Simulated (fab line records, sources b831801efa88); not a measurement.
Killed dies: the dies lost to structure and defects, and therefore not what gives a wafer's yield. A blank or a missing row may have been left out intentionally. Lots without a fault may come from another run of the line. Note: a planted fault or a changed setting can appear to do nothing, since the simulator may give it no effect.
One fault seen from 2 desks || flow gf180mcu || each desk has only its own numbers; what lay behind them comes last

## DESK OF THE TOOL OWNER: krf-scanner-02
The tool's own readings at GF_CONTACT_EXPOSE_11 (exposes mask Contact, target cd 220 nm): means of the sampled wafers that have a number, for each lot that ran on this tool. If a lot's mean is further than 4 standard deviations from the usual mean, the lot is out of limits and carries the mark OUT (the distance appears in the brackets).
Columns: A = exposure-dose-mJ-cm2 at GF_CONTACT_EXPOSE_11, usual 37.96
{"lot": "L791", "first seen here": "day 17 15:16", "A": 37.94}
{"lot": "L792", "first seen here": "day 18 03:35", "A": 37.99}
{"lot": "L801", "first seen here": "day 20 23:32", "A": "38.34 (+10) OUT"}
This desk's verdict: out of limits on L801, starting with L801 at day 20 23:32 (exposure-dose-mJ-cm2 at GF_CONTACT_EXPOSE_11). Within limits: L791, L792.

## METROLOGY DESK
What the gauges read for every lot (on any tool): the sampled wafers with a number, averaged. If a lot's mean is further than 4 standard deviations from the usual mean, the lot is out of limits and carries the mark OUT (the distance appears in the brackets).
Columns: A = cd-nm at GF_CONTACT_CD_MEAS_14, usual 220.2 nm; B = V1_CVD_02_THK at GF_V1_THK_MEAS_03, usual 853 nm
{"lot": "L786", "first seen here": "day 16 04:23", "A": 221.3, "B": 862}
{"lot": "L787", "first seen here": "day 16 21:13", "A": 218.5, "B": 875}
{"lot": "L788", "first seen here": "day 16 21:32", "A": 222.8, "B": 837}
{"lot": "L789", "first seen here": "day 17 17:58", "A": 219.6, "B": 873}
{"lot": "L791", "first seen here": "day 18 02:11", "A": 220.6, "B": 854}
{"lot": "L792", "first seen here": "day 18 15:38", "A": 219.2, "B": 861}
{"lot": "L799", "first seen here": "day 20 21:43", "A": 221.3, "B": 846}
{"lot": "L801", "first seen here": "day 21 10:10", "A": "210.9 (-7.2) OUT", "B": 851}
{"lot": "L805", "first seen here": "day 22 16:31", "A": 221.0, "B": 857}
{"lot": "L806", "first seen here": "day 23 01:25", "A": 220.4, "B": 848}
{"lot": "L808", "first seen here": "day 23 17:16", "A": 220.9, "B": 865}
{"lot": "L809", "first seen here": "day 24 05:04", "A": 220.3, "B": 845}
This desk's verdict: out of limits on L801, starting with L801 at day 21 10:10 (cd-nm at GF_CONTACT_CD_MEAS_14). Within limits: L786, L787, L788, L789, L791, L792, L799, L805, L806, L808, L809.

## PUT TOGETHER
On L801, at day 20 23:32, an alarm was possible from the tool owner's desk.
At day 21 10:10 the metrology desk could have sounded an alarm, on L801.
GF_CONTACT_EXPOSE_11 was run on krf-scanner-02 by each of the lots named.

## WHAT HAD BEEN PUT IN BY THE SIMULATOR
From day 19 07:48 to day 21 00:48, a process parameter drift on krf-scanner-02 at GF_CONTACT_EXPOSE_11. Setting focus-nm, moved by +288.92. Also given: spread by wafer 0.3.
Lots struck among those shown: L801.
Hours from the fault's start to each desk's first reading out of limits: the tool owner's desk, 40; the metrology desk, 50.
